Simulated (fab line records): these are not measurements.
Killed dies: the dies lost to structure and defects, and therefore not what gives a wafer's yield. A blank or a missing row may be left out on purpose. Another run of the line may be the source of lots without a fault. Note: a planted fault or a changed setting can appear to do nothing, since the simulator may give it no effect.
fab line records | flow sky130
[record] lots = 24 wafers = 72 lastDay = 50
route steps=708 shown POLY_CUT@317 RES_XHIGH@341 LOCAL_INTERCONNECT@389 VIA1@479 METAL2@486
lots that met no fault: from a run of the same line without faults
startH: hours from the record's first day to the start of the lot's first wafer shown | waitH: hours elapsed since this lot's preceding step | " as in the row above | L1.1+2: one row covering several wafers at once | - no value present, or no start provided | * or withheld: withheld | < > ~ a bound
route shown NAME@n: NAME is a module with steps in the file, n the number in the route of the first one | usual: mean/standard deviation of fault-free wafers | same: alike in all rows | chamber/n: place in a boat | sites: per-site readings | _std_site: their standard deviation | _edge_site: mean of outer sites minus mean of inner sites | radiusMm: how far each site lies from the wafer's centre | mask NAME#n: copy n | behind: the last tool/chamber to shape the wafer | hold: cause of the lot's hold/its duration in hours/its outcome | device: transistor that didn't switch, given as n, p or np | end of line: the route-end tests of the same wafers | a step with no rows: only its recipe | killed: dies that structure and defects cost at the first sort, which is not the same as the wafer's yield | map: the dies of a wafer, with x for killed, . for not killed, _ for no die there
set.NAME: setting as actually run; set.NAME@STEP: the setting as run at that earlier step | model.NAME: the simulator's own value behind a step, which no gauge read
the route's steps for a sample of lots (tables are steps, rows are wafers)
services: from which hour (startH, from the record's first day; less than 0 if before it) a tool's chamber was out of use, for how many hours, and why
[[steps]]
[step SKY_POLY_CUT_ETCH_10]
[recipe] chemistry = N2/H2 target = BARC ionEnergyEv = 200 sourceW = 500 biasW = 100 pressureMtorr = 30 n2FlowSccm = 100 h2FlowSccm = 200 stopOn = SiO2 timeS = 45.9 targetDepthA = 600
[usual] chamberPressureMTorr = 30.002/0.025 drypumpMotorCurrentA = 5.8/0.4 oesProductAu = 0.855/0.0041 throttleValvePct = 13.224/0.0088
// columns lot.wafer tool chamber startH waitH chamberPressureMTorr drypumpMotorCurrentA oesProductAu rfHoursCounterH throttleValvePct
L075.1 rieDiel-04 1 568.84 0.0 29.998 5.5 0.850 9 13.207
L075.4 " 2 " " 29.951 5.6 0.851 0 13.247
L075.5 " 1 " " 29.957 5.5 0.855 - 13.225
L074.3 rieDiel-02 1 571.54 0.0 29.975 6.3 0.857 4 13.222
L074.4 " 0 " " 30.026 5.9 0.850 57 13.211
L074.6 " 2 " " 29.971 6.0 0.854 - 13.205
L076.1 rieDiel-04 2 577.59 0.0 29.962 5.6 0.853 0 13.225
L076.4 " 1 " " 30.007 5.5 0.851 9 13.220
L076.6 " 3 " " 30.039 6.7 0.856 - 13.220
L077.2 rieDiel-02 3 578.76 0.0 30.018 6.0 0.854 60 13.220
L077.3 " 1 " " 29.990 6.3 0.861 4 13.215
L077.6 " 2 " " 29.997 6.0 0.847 - 13.231
L078.3 rieDiel-02 2 584.70 0.0 30.024 6.0 0.855 1 13.221
L078.4 " 2 " " 29.992 6.0 0.862 - 13.231
L078.5 " 1 " " 30.006 6.3 0.855 - 13.228
L079.1 rieDiel-03 2 598.19 0.0 29.975 5.1 0.861 38 13.206
L079.3 " 1 " " 29.980 5.8 0.860 12 13.222
L079.5 " 0 " " 30.051 5.7 0.849 - 13.204
L080.2 rieDiel-04 2 610.29 0.0 29.975 5.6 0.852 1 13.219
L080.5 " 2 " " 30.019 5.6 0.857 - 13.227
L080.6 " 1 " " 30.019 5.5 0.851 - 13.227
L081.1 rieDiel-04 2 622.87 0.0 29.968 5.6 0.854 1 13.235
L081.2 " 1 " " 30.011 5.5 0.860 10 13.223
L081.5 " 2 " " 29.958 5.6 0.852 - 13.215
L082.4 rieDiel-03 0 635.81 0.0 29.984 5.6 0.856 16 13.224
L082.5 " 0 " " 29.989 5.7 0.856 - 13.238
L082.6 " 1 " " 30.021 5.8 0.855 - 13.225
L084.1 rieDiel-03 1 649.84 0.0 30.011 5.8 0.857 13 13.217
L084.2 " 0 " " 30.017 5.7 0.858 17 13.235
L084.6 " 3 " " 30.000 5.1 0.859 - 13.216
L083.1 rieDiel-03 2 654.69 0.0 29.964 5.1 0.859 39 13.223
L083.3 " 3 " " 30.025 5.1 0.855 4 13.224
L083.5 " 0 " " 29.945 5.6 0.855 - 13.225
L085.1 rieDiel-02 0 661.32 0.0 30.041 5.9 0.856 59 13.220
L085.2 " 1 " " 29.999 6.3 0.859 5 13.227
L085.3 " 2 " " 30.012 6.0 0.853 2 13.212
L086.1 rieDiel-03 2 666.52 0.0 30.025 5.1 0.850 39 13.226
L086.4 " 1 " " 30.016 5.8 0.853 14 13.231
L086.6 " 3 " " 29.992 5.1 0.856 - 13.241
L087.3 rieDiel-03 0 680.73 0.0 30.005 5.6 0.850 18 13.224
L087.5 " 0 " " 30.040 5.7 0.854 - 13.215
L087.6 " 1 " " 30.010 5.8 0.847 - 13.231
L088.1 rieDiel-02 3 684.24 0.0 30.044 6.0 0.856 0 13.222
L088.3 " 2 " " 29.984 6.0 0.852 3 13.227
L088.4 " 1 " " 29.981 6.3 0.860 - 13.221
L089.2 rieDiel-02 1 686.78 0.0 30.001 6.3 0.854 6 13.226
L089.3 " 2 " " 30.005 6.0 0.856 3 13.237
L089.6 " 2 " " 29.952 6.0 0.858 - 13.230
L090.1 rieDiel-04 2 697.16 0.0 30.032 5.6 0.852 3 13.222
L090.2 " 0 " " 30.005 5.6 0.861 1 13.231
L090.6 " 2 " " 30.004 5.6 0.847 - 13.238
L091.1 rieDiel-03 1 703.11 0.0 30.006 5.8 0.855 15 13.223
L091.5 " 0 " " 30.018 5.7 0.850 - 13.220
L091.6 " 1 " " 30.019 5.8 0.860 - 13.216
L092.2 rieDiel-02 2 709.46 0.0 30.014 6.0 0.857 4 13.220
L092.4 " 2 " " 29.980 6.0 0.861 - 13.214
L092.6 " 1 " " 29.984 6.3 0.853 - 13.231
L093.3 rieDiel-02 1 721.07 0.0 30.037 6.3 0.854 7 13.238
L093.4 " 1 " " 30.041 6.3 0.851 - 13.211
L093.6 " 2 " " 30.008 6.0 0.856 - 13.228
L094.2 rieDiel-04 2 722.81 0.0 30.014 5.6 0.857 3 13.231
L094.3 " 3 " " 29.983 6.6 0.856 11 13.232
L094.5 " 0 " " 30.027 5.6 0.845 - 13.218
L095.2 rieDiel-02 2 727.02 0.0 30.049 6.0 0.852 4 13.234
L095.3 " 1 " " 29.995 6.3 0.851 7 13.220
L095.5 " 3 " " 29.966 6.0 0.853 - 13.226
L096.1 rieDiel-03 3 743.27 0.0 29.940 5.1 0.853 6 13.220
L096.3 " 2 " " 29.979 5.1 0.852 41 13.236
L096.4 " 1 " " 29.976 5.8 0.858 16 13.213
L097.1 rieDiel-04 2 747.44 0.0 30.033 5.6 0.863 4 13.215
L097.2 " 1 " " 30.001 5.5 0.849 13 13.216
L097.4 " 0 " " 30.007 5.6 0.859 2 13.221
[step SKY_RES_XHIGH_TW_MEAS_09]
[usual] RES_XHIGH_TW = 1645/9.4
// columns lot.wafer tool chamber startH waitH RES_XHIGH_TW
L075.1 filmMetro-03 - 628.11 0.1 1636
L075.4 " - " " 1636
L075.5 " - " " 1640
L074.3 filmMetro-02 - 631.41 0.1 1653
L074.4 " - " " 1659
L074.6 " - " " 1655
L076.1 filmMetro-02 - 636.44 0.1 1644
L076.4 " - " " 1637
L076.6 " - " " 1657
L077.2 filmMetro-03 - 637.71 0.1 1648
L077.3 " - " " 1635
L077.6 " - " " 1643
L078.3 filmMetro-02 - 644.48 0.1 1652
L078.4 " - " " 1647
L078.5 " - " " 1651
L079.1 filmMetro-03 - 656.94 0.1 1652
L079.3 " - " " 1644
L079.5 " - " " 1643
L080.2 filmMetro-01 - 670.22 0.1 1627
L080.5 " - " " 1628
L080.6 " - " " 1630
L081.1 filmMetro-01 - 682.00 0.1 1625
L081.2 " - " " 1626
L081.5 " - " " 1640
L082.4 filmMetro-01 - 695.14 0.1 1636
L082.5 " - " " 1628
L082.6 " - " " 1640
L084.1 filmMetro-02 - 707.35 0.1 1659
L084.2 " - " " 1658
L084.6 " - " " 1655
L083.1 filmMetro-01 - 712.96 0.1 1632
L083.3 " - " " 1634
L083.5 " - " " 1635
L085.1 filmMetro-02 - 718.55 0.1 1657
L085.2 " - " " 1657
L085.3 " - " " 1652
L086.1 filmMetro-01 - 724.86 0.1 1649
L086.4 " - " " 1644
L086.6 " - " " 1642
L087.3 filmMetro-02 - 736.46 0.1 1649
L087.5 " - " " 1650
L087.6 " - " " 1646
L088.1 filmMetro-02 - 741.85 0.1 1655
L088.3 " - " " 1652
L088.4 " - " " 1656
L089.2 filmMetro-02 - 742.95 0.1 1658
L089.3 " - " " 1654
L089.6 " - " " 1640
L090.1 filmMetro-02 - 754.90 0.1 1659
L090.2 " - " " 1661
L090.6 " - " " 1658
L091.1 filmMetro-03 - 760.15 0.1 1651
L091.5 " - " " 1645
L091.6 " - " " 1656
L092.2 filmMetro-03 - 765.45 0.1 1650
L092.4 " - " " 1640
L092.6 " - " " 1645
L093.3 filmMetro-01 - 777.23 0.1 1626
L093.4 " - " " 1628
L093.6 " - " " 1623
L094.2 filmMetro-02 - 779.86 0.1 1643
L094.3 " - " " 1654
L094.5 " - " " 1649
L095.2 filmMetro-02 - 783.81 0.1 1645
L095.3 " - " " 1640
L095.5 " - " " 1645
L096.1 filmMetro-03 - 798.95 0.1 1640
L096.3 " - " " 1634
L096.4 " - " " 1648
L097.1 filmMetro-03 - 802.26 0.1 1634
L097.2 " - " " 1650
L097.4 " - " " 1641
[step SKY_LOCAL_INTERCONNECT_THK_MEAS_02]
[recipe] thkMeasGauge = xrf reads = TiN_of_LOCAL_INTERCONNECT_SPUTTER_00
[usual] LOCAL_INTERCONNECT_TIN_THK = 101.4/1.3
// columns lot.wafer tool chamber startH waitH LOCAL_INTERCONNECT_TIN_THK[nm]
L075.1 filmMetro-04 - 690.28 0.1 99.9
L075.4 " - " " 98.9
L075.5 " - " " 99.7
L074.3 filmMetro-03 - 692.87 0.1 101.4
L074.4 " - " " 102.6
L074.6 " - " " 101.1
L076.1 filmMetro-02 - 697.98 0.1 100.0
L076.4 " - " " 100.2
L076.6 " - " " 100.7
L077.2 filmMetro-03 - 699.29 0.1 103.0
L077.3 " - " " 102.1
L077.6 " - " " 101.7
L078.3 filmMetro-02 - 704.82 0.1 102.2
L078.4 " - " " 103.8
L078.5 " - " " 101.3
L079.1 filmMetro-04 - 718.23 0.1 99.9
L079.3 " - " " 99.3
L079.5 " - " " 99.1
L080.2 filmMetro-04 - 730.63 0.1 100.0
L080.5 " - " " 100.9
L080.6 " - " " 101.4
L081.1 filmMetro-04 - 742.13 0.1 99.2
L081.2 " - " " 98.8
L081.5 " - " " 99.4
L082.4 filmMetro-03 - 754.10 0.1 102.0
L082.5 " - " " 103.1
L082.6 " - " " 102.1
L084.1 filmMetro-03 - 766.68 0.1 102.7
L084.2 " - " " 102.0
L084.6 " - " " 101.8
L083.1 filmMetro-04 - 773.23 0.1 101.6
L083.3 " - " " 100.7
L083.5 " - " " 100.7
L085.1 filmMetro-04 - 777.37 0.1 101.4
L085.2 " - " " 102.1
L085.3 " - " " 102.5
L086.1 filmMetro-04 - 783.43 0.1 103.5
L086.4 " - " " 101.3
L086.6 " - " " 102.0
L087.3 filmMetro-02 - 795.09 0.1 101.9
L087.5 " - " " 103.4
L087.6 " - " " 102.8
L088.1 filmMetro-02 - 799.58 0.1 104.0
L088.3 " - " " 102.9
L088.4 " - " " 104.5
L089.2 filmMetro-02 - 801.13 0.1 103.4
L089.3 " - " " 102.9
L089.6 " - " " 102.7
L090.1 filmMetro-02 - 812.57 0.1 100.8
L090.2 " - " " 100.3
L090.6 " - " " 100.6
L091.1 filmMetro-04 - 817.23 0.1 101.2
L091.5 " - " " 100.9
L091.6 " - " " 101.0
L092.2 filmMetro-03 - 822.06 0.1 100.8
L092.4 " - " " 100.5
L092.6 " - " " 99.0
L093.3 filmMetro-03 - 832.57 0.1 101.0
L093.4 " - " " 101.1
L093.6 " - " " 101.3
L094.2 filmMetro-03 - 834.93 0.1 102.2
L094.3 " - " " 100.5
L094.5 " - " " 101.4
L095.2 filmMetro-03 - 839.48 0.1 101.9
L095.3 " - " " 100.1
L095.5 " - " " 101.5
L096.1 filmMetro-03 - 852.61 0.1 102.2
L096.3 " - " " 102.3
L096.4 " - " " 101.5
L097.1 filmMetro-04 - 856.92 0.1 100.5
L097.2 " - " " 100.5
L097.4 " - " " 99.2
[step SKY_VIA1_CVD_21]
[recipe] material = W targetThkNm = 270 timeS = 80.902 tempC = 400 pressureTorr = 40
[usual] heaterPowerW = 781/73 susceptorTempC = 399.98/0.24
// columns lot.wafer tool chamber startH waitH heaterPowerW susceptorTempC
L075.1 cvdW-01 0 806.91 0.0 809 399.75
L075.4 " 1 " " 880 400.03
L075.5 " 1 " " 878 400.07
L074.3 cvdW-02 0 809.06 0.1 682 400.00
L074.4 " 1 " " 814 399.81
L074.6 " 0 " " 672 399.76
L076.1 cvdW-02 0 814.66 0.0 680 400.23
L076.4 " 1 " " 817 399.62
L076.6 " 0 " " 685 399.97
L077.2 cvdW-01 1 815.87 0.0 884 400.06
L077.3 " 0 " " 826 399.87
L077.6 " 0 " " 825 400.10
L078.3 cvdW-02 1 821.17 0.1 787 400.21
L078.4 " 0 " " 676 399.74
L078.5 " 1 " " 848 399.81
L079.1 cvdW-01 0 830.83 0.0 830 399.84
L079.3 " 1 " " 887 399.97
L079.5 " 0 " " 827 399.71
L080.2 cvdW-02 1 844.06 0.0 829 400.37
L080.5 " 1 " " 831 400.04
L080.6 " 0 " " 687 399.80
L081.1 cvdW-01 1 854.20 0.0 875 400.03
L081.2 " 0 " " 810 400.35
L081.5 " 1 " " 874 399.38
L082.4 cvdW-02 0 864.48 0.1 680 400.17
L082.5 " 1 " " 808 400.04
L082.6 " 0 " " 683 399.86
L084.1 cvdW-01 0 876.53 0.0 824 400.18
L084.2 " 1 " " 870 399.98
L084.6 " 0 " " 802 399.95
L083.1 cvdW-01 0 882.65 0.0 814 400.15
L083.3 " 0 " " 817 399.68
L083.5 " 0 " " 808 399.73
L085.1 cvdW-02 1 885.31 0.0 814 399.96
L085.2 " 0 " " 683 400.22
L085.3 " 1 " " 831 400.17
L086.1 cvdW-02 1 891.81 0.0 838 399.94
L086.4 " 0 " " 697 400.33
L086.6 " 0 " " 682 400.21
L087.3 cvdW-02 1 901.95 0.1 817 400.06
L087.5 " 1 " " 816 400.01
L087.6 " 0 " " 683 400.45
L088.1 cvdW-02 0 907.38 0.0 672 400.05
L088.3 " 1 " " 822 400.61
L088.4 " 0 " " 688 399.76
L089.2 cvdW-02 0 909.07 0.2 685 399.91
L089.3 " 1 " " 814 399.76
L089.6 " 0 " " 679 400.26
L090.1 cvdW-02 1 919.28 0.0 800 399.61
L090.2 " 0 " " 699 400.19
L090.6 " 1 " " 798 399.39
L091.1 cvdW-02 0 923.17 0.0 690 399.88
L091.5 " 0 " " 678 399.61
L091.6 " 1 " " 805 399.91
L092.2 cvdW-02 0 926.35 0.0 695 399.87
L092.4 " 0 " " 687 399.73
L092.6 " 1 " " 821 400.53
L093.3 cvdW-01 1 936.96 0.1 846 400.50
L093.4 " 0 " " 762 400.36
L093.6 " 0 " " 746 400.22
L094.2 cvdW-01 0 938.52 0.0 760 399.36
L094.3 " 0 " " 746 399.82
L094.5 " 0 " " 747 399.96
L095.2 cvdW-02 0 944.92 0.0 681 400.05
L095.3 " 0 " " 676 399.81
L095.5 " 0 " " 688 399.76
L096.1 cvdW-02 0 957.08 0.0 672 399.58
L096.3 " 1 " " 827 399.86
L096.4 " 0 " " 696 399.84
L097.1 cvdW-02 1 961.31 0.0 806 400.12
L097.2 " 0 " " 692 399.75
L097.4 " 0 " " 695 400.10
[step SKY_METAL2_SPUTTER_03]
[recipe] material = Ti targetThkNm = 5 powerW = 3000 timeS = 3.3 chamberPressurePa = 0.4
[usual] chamberPressurePa = 0.4001/0.00084 throttleValvePct = 29.8/1.5
// columns lot.wafer tool chamber startH waitH chamberPressurePa throttleValvePct
L075.1 pvdSputter-03 - 807.56 0.0 0.4021 29.5
L075.4 " - " " 0.4003 30.8
L075.5 " - " " 0.3995 30.6
L074.3 pvdSputter-04 - 809.67 0.0 0.4008 29.1
L074.4 " - " " 0.3996 30.8
L074.6 " - " " 0.3998 33.0
L076.1 pvdSputter-01 - 815.30 0.0 0.4013 28.9
L076.4 " - " " 0.4007 28.4
L076.6 " - " " 0.4002 29.1
L077.2 pvdSputter-01 - 816.52 0.0 0.4002 28.5
L077.3 " - " " 0.4012 29.9
L077.6 " - " " 0.4018 28.4
L078.3 pvdSputter-01 - 821.78 0.0 0.4000 29.7
L078.4 " - " " 0.3994 28.1
L078.5 " - " " 0.3982 28.9
L079.1 pvdSputter-04 - 831.47 0.0 0.4010 31.4
L079.3 " - " " 0.4005 30.6
L079.5 " - " " 0.4009 31.3
L080.2 pvdSputter-01 - 844.71 0.0 0.3992 28.4
L080.5 " - " " 0.3998 28.4
L080.6 " - " " 0.4005 28.1
L081.1 pvdSputter-04 - 854.85 0.0 0.3997 33.2
L081.2 " - " " 0.4012 30.5
L081.5 " - " " 0.3994 33.4
L082.4 pvdSputter-03 - 865.23 0.0 0.4016 29.3
L082.5 " - " " 0.3991 28.2
L082.6 " - " " 0.4000 30.6
L084.1 pvdSputter-03 - 877.18 0.0 0.4000 30.5
L084.2 " - " " 0.3987 28.2
L084.6 " - " " 0.3987 30.7
L083.1 pvdSputter-04 - 883.29 0.0 0.3988 29.0
L083.3 " - " " 0.3996 31.2
L083.5 " - " " 0.3995 33.4
L085.1 pvdSputter-04 - 885.96 0.0 0.3989 29.1
L085.2 " - " " 0.3989 31.1
L085.3 " - " " 0.4014 33.4
L086.1 pvdSputter-01 - 892.46 0.0 0.3994 28.5
L086.4 " - " " 0.4004 28.0
L086.6 " - " " 0.4000 28.4
L087.3 pvdSputter-04 - 902.57 0.0 0.4007 31.3
L087.5 " - " " 0.4002 33.0
L087.6 " - " " 0.4011 31.3
L088.1 pvdSputter-01 - 908.02 0.0 0.3992 29.4
L088.3 " - " " 0.4008 29.8
L088.4 " - " " 0.4005 29.7
L089.2 pvdSputter-03 - 909.72 0.0 0.3998 30.5
L089.3 " - " " 0.4011 28.2
L089.6 " - " " 0.4012 29.5
L090.1 pvdSputter-01 - 919.92 0.0 0.4001 29.9
L090.2 " - " " 0.4002 29.3
L090.6 " - " " 0.4012 29.8
L091.1 pvdSputter-04 - 923.81 0.0 0.4000 30.6
L091.5 " - " " 0.3998 29.0
L091.6 " - " " 0.4005 30.6
L092.2 pvdSputter-01 - 926.99 0.0 0.3995 28.2
L092.4 " - " " 0.4008 28.1
L092.6 " - " " 0.3995 28.5
L093.3 pvdSputter-03 - 937.58 0.0 0.3994 29.7
L093.4 " - " " 0.4013 29.1
L093.6 " - " " 0.4003 30.9
L094.2 pvdSputter-04 - 939.16 0.0 0.3998 31.5
L094.3 " - " " 0.3986 28.9
L094.5 " - " " 0.4013 31.2
L095.2 pvdSputter-01 - 945.56 0.0 0.4007 29.2
L095.3 " - " " 0.3991 28.6
L095.5 " - " " 0.3989 29.6
L096.1 pvdSputter-03 - 957.72 0.0 0.4013 29.3
L096.3 " - " " 0.4007 29.8
L096.4 " - " " 0.4005 28.5
L097.1 pvdSputter-01 - 961.95 0.0 0.4008 28.1
L097.2 " - " " 0.3999 29.0
L097.4 " - " " 0.4004 29.8
[step SKY_METAL2_SPUTTER_04]
[recipe] material = TiN targetThkNm = 70 powerW = 6500 timeS = 58.3 chamberPressurePa = 0.4
[usual] chamberPressurePa = 0.4001/0.00078 throttleValvePct = 29.8/1.5
// columns lot.wafer tool chamber startH waitH chamberPressurePa throttleValvePct
L075.1 pvdSputter-03 - 807.58 0.0 0.4000 29.6
L075.4 " - " " 0.4000 30.6
L075.5 " - " " 0.4006 30.7
L074.3 pvdSputter-04 - 809.69 0.0 0.3989 29.3
L074.4 " - " " 0.3998 30.9
L074.6 " - " " 0.3990 33.1
L076.1 pvdSputter-01 - 815.32 0.0 0.4001 29.1
L076.4 " - " " 0.4013 28.3
L076.6 " - " " 0.3996 28.9
L077.2 pvdSputter-01 - 816.53 0.0 0.3995 28.2
L077.3 " - " " 0.4002 29.6
L077.6 " - " " 0.3999 28.1
L078.3 pvdSputter-01 - 821.80 0.0 0.3995 29.7
L078.4 " - " " 0.4008 28.1
L078.5 " - " " 0.4010 28.6
L079.1 pvdSputter-04 - 831.49 0.0 0.4005 31.2
L079.3 " - " " 0.4006 30.6
L079.5 " - " " 0.4005 31.2
L080.2 pvdSputter-01 - 844.73 0.0 0.3999 28.3
L080.5 " - " " 0.3999 28.3
L080.6 " - " " 0.3987 28.3
L081.1 pvdSputter-04 - 854.87 0.0 0.4000 33.3
L081.2 " - " " 0.4005 30.7
L081.5 " - " " 0.3999 33.3
L082.4 pvdSputter-03 - 865.26 0.0 0.4000 29.5
L082.5 " - " " 0.3995 28.3
L082.6 " - " " 0.4003 30.9
L084.1 pvdSputter-03 - 877.20 0.0 0.4000 30.4
L084.2 " - " " 0.3999 28.4
L084.6 " - " " 0.4001 30.5
L083.1 pvdSputter-04 - 883.31 0.0 0.3997 29.0
L083.3 " - " " 0.3990 31.3
L083.5 " - " " 0.3998 33.2
L085.1 pvdSputter-04 - 885.98 0.0 0.4004 29.4
L085.2 " - " " 0.4009 31.0
L085.3 " - " " 0.3990 33.2
L086.1 pvdSputter-01 - 892.48 0.0 0.3996 28.7
L086.4 " - " " 0.3997 28.2
L086.6 " - " " 0.4016 28.0
L087.3 pvdSputter-04 - 902.59 0.0 0.4009 31.4
L087.5 " - " " 0.4009 33.1
L087.6 " - " " 0.4006 31.3
L088.1 pvdSputter-01 - 908.04 0.0 0.4005 29.2
L088.3 " - " " 0.4015 29.2
L088.4 " - " " 0.4014 29.7
L089.2 pvdSputter-03 - 909.74 0.0 0.4009 30.3
L089.3 " - " " 0.4000 28.3
L089.6 " - " " 0.3994 29.6
L090.1 pvdSputter-01 - 919.94 0.0 0.3993 29.9
L090.2 " - " " 0.3997 29.0
L090.6 " - " " 0.4008 29.6
L091.1 pvdSputter-04 - 923.83 0.0 0.4006 30.6
L091.5 " - " " 0.3989 28.9
L091.6 " - " " 0.4004 30.5
L092.2 pvdSputter-01 - 927.01 0.0 0.3986 28.3
L092.4 " - " " 0.4003 28.2
L092.6 " - " " 0.4001 28.2
L093.3 pvdSputter-03 - 937.60 0.0 0.3992 29.3
L093.4 " - " " 0.3986 29.1
L093.6 " - " " 0.3996 30.5
L094.2 pvdSputter-04 - 939.18 0.0 0.4000 31.3
L094.3 " - " " 0.3989 29.0
L094.5 " - " " 0.3995 31.2
L095.2 pvdSputter-01 - 945.58 0.0 0.3999 29.1
L095.3 " - " " 0.3998 28.5
L095.5 " - " " 0.4002 29.5
L096.1 pvdSputter-03 - 957.74 0.0 0.3995 29.4
L096.3 " - " " 0.4008 29.6
L096.4 " - " " 0.3995 28.0
L097.1 pvdSputter-01 - 961.97 0.0 0.4002 28.3
L097.2 " - " " 0.3982 29.0
L097.4 " - " " 0.4007 29.5
[[services]]
// columns tool chamber startH hours kind
rieDiel-02 3 582.72 11.4 repair
rieDiel-03 3 591.33 13.9 repair
rieDiel-02 - 598.00 14.6 pm
pvdSputter-03 - 606.35 6.0 repair
rieDiel-02 2 614.91 1.8 repair
rieDiel-03 2 619.73 2.7 repair
cvdW-01 1 644.14 3.5 repair
cvdW-01 0 656.69 6.0 repair
rieDiel-03 2 657.39 8.2 repair
cvdW-02 1 684.59 4.1 repair
rieDiel-02 3 688.53 33.7 repair
pvdSputter-03 - 694.45 39.1 repair
cvdW-01 - 695.36 6.0 pm
cvdW-01 1 705.46 6.7 repair
cvdW-02 - 756.06 2.8 pm
pvdSputter-04 - 778.00 1.4 repair
rieDiel-02 3 786.44 3.3 repair
pvdSputter-01 - 817.62 2.1 repair
pvdSputter-03 - 825.72 3.5 repair
rieDiel-02 1 845.17 14.1 repair
cvdW-02 1 845.55 10.0 repair
pvdSputter-03 - 851.53 0.9 repair
rieDiel-02 3 902.15 10.7 repair
cvdW-02 - 923.96 0.9 repair
[[key]]
fault none
